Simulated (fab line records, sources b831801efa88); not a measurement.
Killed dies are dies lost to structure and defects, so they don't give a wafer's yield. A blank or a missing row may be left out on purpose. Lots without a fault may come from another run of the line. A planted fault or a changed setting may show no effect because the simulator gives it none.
fab line records | flow sky130
record lots=14 wafers=42 last_day=51
route steps=708 shown PWDE@52 NWELL@63 VT_ADJUST_LVTN@114 PAD_OPEN@708
lots that met no fault: from a run of the same line without faults
start_h: hours from the record's first day to the start of the lot's first wafer shown | wait_h: hours since the lot's step before | " the same as in the row above | L1.1+2: a row that stands for several wafers | - no value, or no start given | * or withheld: withheld | < > ~ a bound
route shown NAME@n: a module of which the file shows steps, and the number in the route of the first | usual: mean/standard deviation of fault-free wafers | same: alike in all rows | chamber/n: place in a boat | sites: the reading at each site | _std_site: their standard deviation | _edge_site: outer sites' mean less inner sites' | radius_mm: how far each site lies from the wafer's centre | mask NAME#n: copy n | behind: the tool/chamber that last shaped the wafer | hold: why the lot was held/for how many hours/how that ended | device: the transistor (n, p or np) that didn't switch | end of line: the same wafers' tests at the end of the route | a step without rows: its recipe alone | killed: dies lost to structure and defects at the first sort, not the wafer's yield | map: a wafer's dies, x killed, . not, _ none there
set.NAME: the setting as run; set.NAME@STEP: as run at that earlier step | model.NAME: the simulator's own value behind a step, which no gauge read
steps of the route over a sample of lots; a table a step, a row a wafer
services: from which hour (start_h, from the record's first day; less than 0 if before it) a tool's chamber was out of use, for how many hours, and why
## steps
# step SKY_PWDE_OVL_MEAS_07
# usual PWDE_OVL=0.8/1.3
# columns lot.wafer tool chamber start_h wait_h PWDE_OVL[nm]
L353.1 overlay-01 - 77.88 - 2.6
L353.4 " - " " 1.6
L353.5 " - " " -0.4
L354.3 overlay-01 - 80.96 - 1.5
L354.4 " - " " 0.8
L354.5 " - " " 1.3
L355.1 overlay-01 - 86.90 - 2.8
L355.4 " - " " 0.3
L355.6 " - " " 1.5
L357.4 overlay-01 - 99.32 - -0.2
L357.5 " - " " 0.7
L357.6 " - " " 1.0
L358.2 overlay-02 - 105.30 - 1.4
L358.3 " - " " 0.1
L358.4 " - " " 0.3
L359.1 overlay-02 - 110.25 - 2.6
L359.2 " - " " 1.4
L359.5 " - " " 1.7
L360.3 overlay-02 - 116.46 - 1.1
L360.4 " - " " 2.5
L360.6 " - " " 2.3
L363.3 overlay-01 - 135.34 - 2.5
L363.4 " - " " 0.6
L363.6 " - " " -0.3
L364.1 overlay-02 - 142.03 - 1.5
L364.2 " - " " -1.4
L364.5 " - " " 0.2
L369.2 overlay-02 - 168.11 - 1.3
L369.3 " - " " 0.2
L369.4 " - " " -0.3
L371.1 overlay-02 - 176.43 - 0.5
L371.2 " - " " 1.2
L371.6 " - " " 1.4
L372.1 overlay-02 - 180.40 - -0.8
L372.3 " - " " 1.1
L372.6 " - " " -0.2
L373.4 overlay-02 - 185.77 - -1.1
L373.5 " - " " 0.3
L373.6 " - " " 0.2
L374.1 overlay-02 - 192.75 - 1.8
L374.2 " - " " 1.7
L374.5 " - " " 1.1
# step SKY_NWELL_OVL_MEAS_10
# usual NWELL_00_OVL=-0.2/1.5
# columns lot.wafer tool chamber start_h wait_h NWELL_00_OVL[nm]
L353.1 overlay-02 - 95.78 - 2.6
L353.4 " - " " -0.2
L353.5 " - " " -0.2
L354.3 overlay-02 - 98.88 - 1.0
L354.4 " - " " 2.3
L354.5 " - " " 1.6
L355.1 overlay-01 - 105.60 - 2.0
L355.4 " - " " -1.6
L355.6 " - " " 1.7
L357.4 overlay-01 - 118.25 - -2.3
L357.5 " - " " 0.1
L357.6 " - " " 0.6
L358.2 overlay-02 - 124.06 - 0.0
L358.3 " - " " 2.7
L358.4 " - " " 1.8
L359.1 overlay-01 - 129.23 - -0.8
L359.2 " - " " -2.3
L359.5 " - " " -0.5
L360.3 overlay-01 - 135.52 - -0.5
L360.4 " - " " -0.3
L360.6 " - " " 0.1
L363.3 overlay-02 - 155.64 - 0.6
L363.4 " - " " 0.1
L363.6 " - " " 1.9
L364.1 overlay-01 - 162.76 - 0.0
L364.2 " - " " 0.3
L364.5 " - " " 0.9
L369.2 overlay-01 - 190.19 - -1.1
L369.3 " - " " -1.9
L369.4 " - " " -1.0
L371.1 overlay-02 - 199.20 - 1.8
L371.2 " - " " 1.9
L371.6 " - " " -0.1
L372.1 overlay-02 - 203.51 - 0.8
L372.3 " - " " 0.5
L372.6 " - " " 0.4
L373.4 overlay-01 - 209.22 - -0.6
L373.5 " - " " 1.7
L373.6 " - " " 2.3
L374.1 overlay-01 - 215.60 - -2.7
L374.2 " - " " -0.5
L374.5 " - " " -0.9
# step SKY_NWELL_STRIP_25
# recipe chemistry=O2/N2 power_w=1400 pressure_mtorr=1500 platen_temp_c=withheld o2_flow_sccm=3000 n2_flow_sccm=300 overash_fraction=0.5
# usual drypump_motor_current_A=5.8/0.62 oes_product_au=0.723/0.0041 strip_time_to_endpoint_s=36.94/0.1
# columns lot.wafer tool chamber start_h wait_h drypump_motor_current_A oes_product_au rf_hours_counter_h strip_time_to_endpoint_s
L353.1 plasma_asher-04 0 114.49 0.1 5.9 0.720 24 37.07
L353.4 " 0 " " 5.9 0.717 - 37.04
L353.5 " 1 " " 6.5 0.719 - 37.02
L354.3 plasma_asher-01 0 117.77 0.1 5.4 0.725 - 36.86
L354.4 " 1 " " 6.2 0.728 - 36.93
L354.5 " 1 " " 6.2 0.721 - 37.07
L355.1 plasma_asher-04 1 124.55 0.1 6.5 0.718 25 36.84
L355.4 " 1 " " 6.5 0.724 - 36.90
L355.6 " 1 " " 6.4 0.726 - 36.84
L357.4 plasma_asher-04 0 137.90 0.1 5.9 0.722 - 36.90
L357.5 " 1 " " 6.5 0.728 - 36.79
L357.6 " 0 " " 5.9 0.723 - 36.73
L358.2 plasma_asher-04 0 143.17 0.1 5.9 0.726 27 37.06
L358.3 " 1 " " 6.5 0.719 - 36.98
L358.4 " 0 " " 5.9 0.722 - 37.06
L359.1 plasma_asher-01 1 149.17 0.1 6.2 0.725 41 36.85
L359.2 " 0 " " 5.4 0.709 41 36.93
L359.5 " 0 " " 5.4 0.726 - 36.98
L360.3 plasma_asher-04 1 156.20 0.1 6.5 0.719 - 36.92
L360.4 " 0 " " 5.9 0.729 - 36.97
L360.6 " 0 " " 5.9 0.720 - 36.97
L363.3 plasma_asher-02 0 176.30 0.1 6.2 0.727 - 36.90
L363.4 " 1 " " 4.7 0.728 - 36.96
L363.6 " 1 " " 4.7 0.715 - 37.02
L364.1 plasma_asher-02 0 183.55 0.1 6.2 0.722 51 37.00
L364.2 " 1 " " 4.7 0.723 51 36.94
L364.5 " 1 " " 4.7 0.723 - 36.92
L369.2 plasma_asher-01 1 214.10 0.1 6.2 0.727 48 36.85
L369.3 " 1 " " 6.2 0.723 - 36.95
L369.4 " 0 " " 5.4 0.716 - 36.76
L371.1 plasma_asher-02 1 222.62 0.1 4.7 0.719 56 36.78
L371.2 " 0 " " 6.2 0.718 56 36.84
L371.6 " 1 " " 4.7 0.725 - 36.83
L372.1 plasma_asher-04 1 226.92 0.1 6.5 0.725 35 36.96
L372.3 " 1 " " 6.5 0.723 - 37.00
L372.6 " 1 " " 6.5 0.721 - 36.86
L373.4 plasma_asher-02 1 233.35 0.1 4.7 0.714 - 37.16
L373.5 " 1 " " 4.7 0.718 - 37.12
L373.6 " 0 " " 6.2 0.729 - 37.12
L374.1 plasma_asher-02 1 239.47 0.1 4.7 0.723 57 36.88
L374.2 " 0 " " 6.1 0.728 57 36.88
L374.5 " 0 " " 6.2 0.727 - 36.89
# step SKY_VT_ADJUST_LVTN_DEVELOP_17
# recipe resist=NOVOLAK developer=TMAH develop_time_s=60 dev_temp_c=23
# usual developer_temp_C=23.01/0.11
# columns lot.wafer tool chamber start_h wait_h developer_temp_C
L353.1 litho_track-02 0 173.40 0.1 22.92
L353.4 " 0 " " 23.06
L353.5 " 0 " " 23.02
L354.3 litho_track-02 0 177.95 0.1 23.30
L354.4 " 0 " " 23.09
L354.5 " 0 " " 23.11
L355.1 litho_track-01 0 184.85 0.1 22.95
L355.4 " 0 " " 23.01
L355.6 " 0 " " 22.96
L357.4 litho_track-01 0 201.07 0.1 23.09
L357.5 " 0 " " 22.97
L357.6 " 0 " " 23.06
L358.2 litho_track-01 0 206.42 0.1 23.13
L358.3 " 0 " " 23.00
L358.4 " 0 " " 23.08
L359.1 litho_track-03 0 213.41 0.1 22.79
L359.2 " 0 " " 22.85
L359.5 " 0 " " 22.83
L360.3 litho_track-01 0 223.35 0.1 23.03
L360.4 " 0 " " 22.96
L360.6 " 0 " " 22.97
L363.3 litho_track-03 0 246.16 0.1 25.41
L363.4 " 0 " " 25.32
L363.6 " 0 " " 25.43
L364.1 litho_track-03 0 254.26 0.1 25.24
L364.2 " 0 " " 25.35
L364.5 " 0 " " 25.23
L369.2 litho_track-01 0 286.57 0.1 22.88
L369.3 " 0 " " 22.86
L369.4 " 0 " " 22.74
L371.1 litho_track-01 0 297.15 0.1 22.95
L371.2 " 0 " " 23.01
L371.6 " 0 " " 23.04
L372.1 litho_track-01 0 302.05 0.1 23.04
L372.3 " 0 " " 23.11
L372.6 " 0 " " 22.94
L373.4 litho_track-01 0 310.52 0.1 22.70
L373.5 " 0 " " 22.93
L373.6 " 0 " " 22.81
L374.1 litho_track-03 0 316.66 0.1 23.03
L374.2 " 0 " " 22.99
L374.5 " 0 " " 23.02
# step SKY_PAD_OPEN_PROBE_99
# usual killed_at_M0_to_M3=43/7 killed_at_M4_up=3.1/1.5 killed_at_contacts=23/4.9 killed_at_front_end=16/3.9 killed_at_other=0.3/0.52 killed_dies=86/8.2 killed_open=47/6.1 killed_short=38/5.8
# same gross_dies=492 killed_at_back_side=0
# columns lot.wafer tool chamber start_h wait_h killed_at_M0_to_M3 killed_at_M4_up killed_at_contacts killed_at_front_end killed_at_other killed_dies killed_open killed_short
L354.3 prober-01 - 1119.70 0.2 36 3 31 17 0 87 43 42
L354.4 prober-01 - 1119.75 0.2 35 3 25 20 0 83 49 33
L354.5 prober-01 - 1119.80 0.2 30 2 22 19 1 74 40 34
L353.1 prober-02 - 1120.28 0.1 45 2 30 18 0 95 52 43
L353.4 prober-02 - 1120.43 0.2 44 5 16 17 0 82 49 33
L353.5 prober-02 - 1120.48 0.2 42 4 23 13 0 82 47 35
L355.1 prober-01 - 1126.62 0.1 41 3 22 13 0 79 53 26
L355.4 prober-01 - 1126.77 0.2 53 4 17 23 0 97 43 53
L355.6 prober-01 - 1126.87 0.2 44 5 25 14 0 88 55 33
L357.4 prober-01 - 1140.16 0.2 44 3 21 13 0 81 42 39
L357.5 prober-01 - 1140.21 0.2 50 2 21 18 0 91 52 39
L357.6 prober-01 - 1140.26 0.2 57 5 20 12 0 94 57 37
L358.2 prober-02 - 1144.47 0.1 36 6 18 17 0 77 44 31
L358.3 prober-02 - 1144.52 0.2 51 5 23 15 0 94 53 39
L358.4 prober-02 - 1144.57 0.2 39 6 22 17 0 84 44 39
L359.1 prober-01 - 1153.14 0.1 44 4 26 24 0 98 53 45
L359.2 prober-01 - 1153.19 0.1 46 3 18 14 1 82 48 33
L359.5 prober-01 - 1153.34 0.2 39 0 25 14 1 79 41 37
L360.3 prober-02 - 1164.45 0.2 34 5 18 21 0 78 48 30
L360.4 prober-02 - 1164.50 0.2 41 4 21 25 0 91 46 45
L360.6 prober-02 - 1164.60 0.2 55 4 21 9 0 89 47 42
L363.3 prober-02 - 1180.77 0.2 52 4 12 10 0 78 45 33
L363.4 prober-02 - 1180.82 0.2 60 3 18 16 1 98 57 41
L363.6 prober-02 - 1180.92 0.2 41 4 21 20 1 87 45 42
L364.1 prober-01 - 1185.72 0.1 46 3 26 13 1 89 49 40
L364.2 prober-01 - 1185.77 0.1 43 3 22 17 0 85 43 42
L364.5 prober-01 - 1185.92 0.2 48 3 22 12 0 85 43 42
L369.2 prober-01 - 1213.51 0.1 47 3 28 11 0 89 52 37
L369.3 prober-01 - 1213.56 0.2 43 2 25 19 0 89 52 37
L369.4 prober-01 - 1213.61 0.2 43 6 25 17 0 91 49 39
L371.1 prober-02 - 1218.31 0.1 40 2 21 18 0 81 46 33
L371.2 prober-02 - 1218.36 0.1 43 3 24 13 0 83 46 37
L371.6 prober-02 - 1218.56 0.2 44 3 21 12 0 80 43 37
L372.1 prober-01 - 1219.55 0.1 58 3 30 11 2 104 59 44
L372.3 prober-01 - 1219.65 0.2 47 5 20 12 0 84 50 34
L372.6 prober-01 - 1219.80 0.2 47 3 29 14 0 93 50 43
L374.1 prober-02 - 1223.15 0.1 40 1 26 14 0 81 44 37
L374.2 prober-02 - 1223.20 0.1 31 2 28 14 0 75 42 33
L374.5 prober-02 - 1223.35 0.2 47 3 29 16 0 95 55 40
L373.4 prober-01 - 1223.99 0.2 43 4 27 14 0 88 47 40
L373.5 prober-01 - 1224.04 0.2 41 3 23 17 1 85 36 48
L373.6 prober-01 - 1224.09 0.2 51 1 24 10 0 86 41 43
# killed by level:class
L354.3 LI_CONTACT:geometric_particle:open=11 CONTACT:geometric_particle:open=9 VIA2:geometric_particle:short=7 VIA3:geometric_particle:open=7 FIELD_ISO:geometric_particle:short=5 POLY_GATE:geometric_particle:short=4 CONTACT:geometric_particle:short=4 VIA1:geometric_particle:open=4
L354.4 LI_CONTACT:geometric_particle:open=11 VIA1:geometric_particle:open=8 CONTACT:geometric_particle:open=6 METAL1:geometric_particle:open=6 POLY_GATE:geometric_particle:open=5 POLY_GATE:geometric_particle:short=5 CONTACT:geometric_particle:short=5 VIA3:geometric_particle:open=5
L354.5 VIA1:geometric_particle:open=10 CONTACT:geometric_particle:open=8 FIELD_ISO:geometric_particle:open=6 LI_CONTACT:geometric_particle:short=5 VIA3:geometric_particle:open=5 METAL2:geometric_particle:short=5 FIELD_ISO:geometric_particle:short=4 LOCAL_INTERCONNECT:geometric_particle:short=4
L353.1 METAL1:geometric_particle:short=10 CONTACT:geometric_particle:open=10 LI_CONTACT:geometric_particle:open=9 VIA2:geometric_particle:open=7 VIA1:geometric_particle:open=7 FIELD_ISO:geometric_particle:short=6 FIELD_ISO:geometric_particle:open=6 METAL2:geometric_particle:short=6
L353.4 VIA2:geometric_particle:open=12 LI_CONTACT:geometric_particle:open=6 VIA1:geometric_particle:open=6 METAL2:geometric_particle:short=5 CONTACT:geometric_particle:open=5 VIA3:geometric_particle:open=5 POLY_GATE:geometric_particle:short=4 METAL1:geometric_particle:short=4
L353.5 CONTACT:geometric_particle:open=8 VIA3:geometric_particle:open=8 VIA2:geometric_particle:open=7 LOCAL_INTERCONNECT:geometric_particle:short=6 VIA1:geometric_particle:open=6 LI_CONTACT:geometric_particle:open=4 METAL2:geometric_particle:short=4 METAL1:geometric_particle:short=4
L355.1 CONTACT:geometric_particle:open=13 VIA2:geometric_particle:open=8 VIA3:geometric_particle:open=7 VIA1:geometric_particle:open=7 VIA2:geometric_particle:short=5 SPACER:geometric_particle:open=4 LI_CONTACT:geometric_particle:open=4 METAL2:geometric_particle:short=4
L355.4 METAL2:geometric_particle:short=9 VIA1:geometric_particle:short=8 VIA1:geometric_particle:open=8 FIELD_ISO:geometric_particle:open=6 CONTACT:geometric_particle:short=6 VIA3:geometric_particle:open=6 METAL1:geometric_particle:short=5 VIA2:geometric_particle:open=5
L355.6 CONTACT:geometric_particle:open=14 VIA1:geometric_particle:open=13 VIA3:geometric_particle:open=9 METAL2:geometric_particle:short=5 METAL4:geometric_particle:short=5 FIELD_ISO:geometric_particle:open=4 LI_CONTACT:geometric_particle:open=4 POLY_GATE:geometric_particle:short=3
L357.4 VIA1:geometric_particle:open=13 LI_CONTACT:geometric_particle:open=7 METAL1:geometric_particle:short=7 FIELD_ISO:geometric_particle:open=5 CONTACT:geometric_particle:short=5 METAL2:geometric_particle:short=5 VIA1:geometric_particle:short=5 POLY_GATE:geometric_particle:short=4
L357.5 VIA1:geometric_particle:open=12 VIA3:geometric_particle:open=10 LI_CONTACT:geometric_particle:open=8 POLY_GATE:geometric_particle:short=7 METAL1:geometric_particle:short=7 CONTACT:geometric_particle:open=5 VIA1:geometric_particle:short=5 FIELD_ISO:geometric_particle:open=3
L357.6 VIA1:geometric_particle:open=13 VIA3:geometric_particle:open=10 METAL1:geometric_particle:short=10 CONTACT:geometric_particle:open=8 LI_CONTACT:geometric_particle:open=6 VIA1:geometric_particle:short=6 VIA2:geometric_particle:open=5 METAL2:geometric_particle:short=5
L358.2 CONTACT:geometric_particle:open=10 VIA1:geometric_particle:open=8 VIA3:geometric_particle:open=7 VIA2:geometric_particle:open=6 METAL2:geometric_particle:short=5 VIA3:geometric_particle:short=4 LI_CONTACT:geometric_particle:open=4 CONTACT:geometric_particle:short=4
L358.3 VIA1:geometric_particle:open=15 CONTACT:geometric_particle:open=10 VIA2:geometric_particle:open=7 VIA3:geometric_particle:open=6 LI_CONTACT:geometric_particle:open=5 CONTACT:geometric_particle:short=5 METAL4:geometric_particle:short=5 METAL2:geometric_particle:short=5
L358.4 VIA3:geometric_particle:open=9 LI_CONTACT:geometric_particle:open=8 VIA1:geometric_particle:open=8 METAL1:geometric_particle:short=6 FIELD_ISO:geometric_particle:open=5 CONTACT:geometric_particle:open=5 FIELD_ISO:geometric_particle:short=4 METAL4:geometric_particle:short=4
L359.1 VIA1:geometric_particle:open=13 VIA2:geometric_particle:open=8 LI_CONTACT:geometric_particle:open=7 FIELD_ISO:geometric_particle:open=6 FIELD_ISO:geometric_particle:short=5 METAL1:geometric_particle:short=5 LI_CONTACT:geometric_particle:short=5 POLY_GATE:geometric_particle:open=5
L359.2 VIA1:geometric_particle:open=11 LI_CONTACT:geometric_particle:open=8 VIA1:geometric_particle:short=6 VIA2:geometric_particle:open=6 METAL2:geometric_particle:short=5 VIA3:geometric_particle:open=5 FIELD_ISO:geometric_particle:short=4 FIELD_ISO:geometric_particle:open=4
L359.5 CONTACT:geometric_particle:open=8 VIA1:geometric_particle:open=7 LI_CONTACT:geometric_particle:open=6 METAL1:geometric_particle:short=6 POLY_GATE:geometric_particle:open=5 CONTACT:geometric_particle:short=5 VIA2:geometric_particle:short=5 METAL3:geometric_particle:short=5
L360.3 VIA2:geometric_particle:open=8 CONTACT:geometric_particle:open=7 VIA3:geometric_particle:open=6 FIELD_ISO:geometric_particle:open=5 VIA1:geometric_particle:open=5 FIELD_ISO:geometric_particle:short=4 POLY_GATE:geometric_particle:open=4 METAL2:geometric_particle:short=4
L360.4 FIELD_ISO:geometric_particle:open=8 CONTACT:geometric_particle:open=7 VIA1:geometric_particle:open=7 METAL1:geometric_particle:short=7 VIA1:geometric_particle:short=7 POLY_GATE:geometric_particle:short=6 LOCAL_INTERCONNECT:geometric_particle:short=5 VIA2:geometric_particle:open=5
L360.6 VIA1:geometric_particle:open=11 VIA3:geometric_particle:open=9 LI_CONTACT:geometric_particle:open=7 VIA2:geometric_particle:short=6 METAL2:geometric_particle:short=6 VIA2:geometric_particle:open=6 CONTACT:geometric_particle:open=5 METAL1:geometric_particle:short=5
L363.3 VIA2:geometric_particle:open=13 VIA1:geometric_particle:open=9 METAL2:geometric_particle:short=7 VIA1:geometric_particle:short=6 FIELD_ISO:geometric_particle:open=4 LI_CONTACT:geometric_particle:open=4 VIA3:geometric_particle:open=4 POLY_GATE:geometric_particle:short=3
L363.4 VIA1:geometric_particle:open=16 VIA3:geometric_particle:open=10 CONTACT:geometric_particle:open=8 VIA2:geometric_particle:open=7 METAL2:geometric_particle:short=6 VIA2:geometric_particle:short=5 LOCAL_INTERCONNECT:geometric_particle:short=4 LI_CONTACT:geometric_particle:open=4
L363.6 VIA2:geometric_particle:open=9 FIELD_ISO:geometric_particle:short=8 CONTACT:geometric_particle:open=8 VIA1:geometric_particle:open=7 VIA1:geometric_particle:short=6 VIA3:geometric_particle:open=6 CONTACT:geometric_particle:short=5 FIELD_ISO:geometric_particle:open=4
L364.1 VIA3:geometric_particle:open=13 VIA1:geometric_particle:open=9 LI_CONTACT:geometric_particle:open=8 CONTACT:geometric_particle:open=7 POLY_GATE:geometric_particle:short=6 METAL1:geometric_particle:short=5 FIELD_ISO:geometric_particle:short=4 CONTACT:geometric_particle:short=4
L364.2 CONTACT:geometric_particle:open=11 VIA2:geometric_particle:open=10 VIA1:geometric_particle:open=8 POLY_GATE:geometric_particle:short=6 VIA1:geometric_particle:short=6 LOCAL_INTERCONNECT:geometric_particle:short=5 FIELD_ISO:geometric_particle:short=4 METAL1:geometric_particle:short=4
L364.5 CONTACT:geometric_particle:open=16 VIA1:geometric_particle:short=11 VIA1:geometric_particle:open=7 VIA2:geometric_particle:open=6 VIA3:geometric_particle:open=5 VIA3:geometric_particle:short=5 POLY_GATE:geometric_particle:short=4 LI_CONTACT:geometric_particle:short=3
L369.2 LI_CONTACT:geometric_particle:open=11 CONTACT:geometric_particle:open=9 VIA1:geometric_particle:open=8 METAL2:geometric_particle:short=7 VIA3:geometric_particle:open=7 VIA3:geometric_particle:short=6 VIA2:geometric_particle:open=5 FIELD_ISO:geometric_particle:open=4
L369.3 VIA3:geometric_particle:open=11 VIA1:geometric_particle:open=10 VIA2:geometric_particle:open=7 CONTACT:geometric_particle:open=7 POLY_GATE:geometric_particle:open=6 POLY_GATE:geometric_particle:short=5 LI_CONTACT:geometric_particle:open=5 LOCAL_INTERCONNECT:geometric_particle:short=5
L369.4 VIA1:geometric_particle:open=17 CONTACT:geometric_particle:open=9 LI_CONTACT:geometric_particle:open=6 VIA3:geometric_particle:open=6 METAL4:geometric_particle:short=6 FIELD_ISO:geometric_particle:short=5 CONTACT:geometric_particle:short=5 METAL1:geometric_particle:short=5
L371.1 CONTACT:geometric_particle:open=8 VIA2:geometric_particle:open=8 VIA1:geometric_particle:open=8 FIELD_ISO:geometric_particle:short=7 VIA1:geometric_particle:short=5 METAL2:geometric_particle:short=5 FIELD_ISO:geometric_particle:open=4 POLY_GATE:geometric_particle:open=4
L371.2 CONTACT:geometric_particle:open=9 VIA1:geometric_particle:open=8 VIA2:geometric_particle:open=7 VIA3:geometric_particle:open=7 LI_CONTACT:geometric_particle:open=6 METAL1:geometric_particle:short=5 POLY_GATE:geometric_particle:short=4 METAL3:geometric_particle:short=4
L371.6 VIA1:geometric_particle:open=15 CONTACT:geometric_particle:open=11 VIA1:geometric_particle:short=9 LI_CONTACT:geometric_particle:open=5 FIELD_ISO:geometric_particle:short=4 POLY_GATE:geometric_particle:short=4 METAL2:geometric_particle:short=4 FIELD_ISO:geometric_particle:open=3
L372.1 VIA2:geometric_particle:open=12 CONTACT:geometric_particle:open=11 VIA1:geometric_particle:open=10 METAL2:geometric_particle:short=9 LI_CONTACT:geometric_particle:open=7 VIA3:geometric_particle:open=7 VIA1:geometric_particle:short=6 LOCAL_INTERCONNECT:geometric_particle:short=4
L372.3 VIA2:geometric_particle:open=12 VIA1:geometric_particle:open=10 LI_CONTACT:geometric_particle:open=8 CONTACT:geometric_particle:open=6 METAL1:geometric_particle:short=5 FIELD_ISO:geometric_particle:open=4 VIA1:geometric_particle:short=4 FIELD_ISO:geometric_particle:short=3
L372.6 CONTACT:geometric_particle:open=13 METAL1:geometric_particle:short=11 LI_CONTACT:geometric_particle:open=9 VIA2:geometric_particle:open=8 POLY_GATE:geometric_particle:open=6 VIA3:geometric_particle:open=5 POLY_GATE:geometric_particle:short=4 VIA1:geometric_particle:short=4
L374.1 CONTACT:geometric_particle:open=12 VIA1:geometric_particle:open=10 FIELD_ISO:geometric_particle:short=6 VIA2:geometric_particle:short=6 LI_CONTACT:geometric_particle:open=5 VIA3:geometric_particle:open=5 METAL2:geometric_particle:short=5 LOCAL_INTERCONNECT:geometric_particle:short=4
L374.2 CONTACT:geometric_particle:open=12 VIA3:geometric_particle:open=6 VIA2:geometric_particle:open=6 CONTACT:geometric_particle:short=5 VIA1:geometric_particle:open=5 POLY_GATE:geometric_particle:open=4 LI_CONTACT:geometric_particle:open=4 LOCAL_INTERCONNECT:geometric_particle:short=4
L374.5 VIA2:geometric_particle:open=11 LI_CONTACT:geometric_particle:open=10 CONTACT:geometric_particle:open=9 VIA1:geometric_particle:open=7 METAL2:geometric_particle:short=7 VIA3:geometric_particle:open=7 LOCAL_INTERCONNECT:geometric_particle:short=6 FIELD_ISO:geometric_particle:open=4
L373.4 CONTACT:geometric_particle:open=9 VIA1:geometric_particle:open=9 VIA3:geometric_particle:open=8 VIA2:geometric_particle:open=7 LI_CONTACT:geometric_particle:open=6 LOCAL_INTERCONNECT:geometric_particle:short=6 VIA3:geometric_particle:short=5 FIELD_ISO:geometric_particle:short=4
L373.5 FIELD_ISO:geometric_particle:short=8 METAL2:geometric_particle:short=8 LOCAL_INTERCONNECT:geometric_particle:short=7 LI_CONTACT:geometric_particle:open=6 CONTACT:geometric_particle:open=6 VIA1:geometric_particle:short=5 METAL1:geometric_particle:short=5 METAL1:geometric_particle:open=4
L373.6 VIA1:geometric_particle:open=12 VIA3:geometric_particle:open=9 METAL1:geometric_particle:short=6 METAL2:geometric_particle:short=6 VIA2:geometric_particle:short=5 LOCAL_INTERCONNECT:geometric_particle:short=5 CONTACT:geometric_particle:short=5 CONTACT:geometric_particle:open=5
## services
# columns tool chamber start_h hours kind
plasma_asher-01 - 136.31 2.0 repair
litho_track-02 - 152.09 - consumable_replace:filter
plasma_asher-04 - 157.23 10.0 pm
plasma_asher-04 - 167.23 3.3 pm
plasma_asher-02 - 187.87 1.0 repair
plasma_asher-01 - 200.92 0.8 repair
plasma_asher-01 - 264.97 2.8 pm
plasma_asher-04 - 300.29 2.8 pm
## key
first_sign step=SKY_VT_ADJUST_LVTN_DEVELOP_17 reading=developer_temp_C direction=up sigmas=21 usual=* struck=*
effect none on later readings
met_at SKY_VT_ADJUST_LVTN_DEVELOP_17
struck_lots L363,L364
tester_left_out L363,L364
not_acting_at SKY_PWDE_OVL_MEAS_07,SKY_NWELL_OVL_MEAS_10,SKY_NWELL_STRIP_25
onset_between 213.41 246.16
fault kind=process_parameter_drift tool=litho_track-03 chamber=- onset_h=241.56 steps=SKY_VT_ADJUST_LVTN_DEVELOP_17 channel=dev_temp_c offset=* shape=step end_h=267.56 acts_in=* stated=*
# tester_left_out: of these lots the tester's yield and bins aren't shown, on N5 and GAA mostly nor the transistor test; their killed dies are dies lost to structure and defects alone, not to doping, threshold or leakage, so they don't give the yield
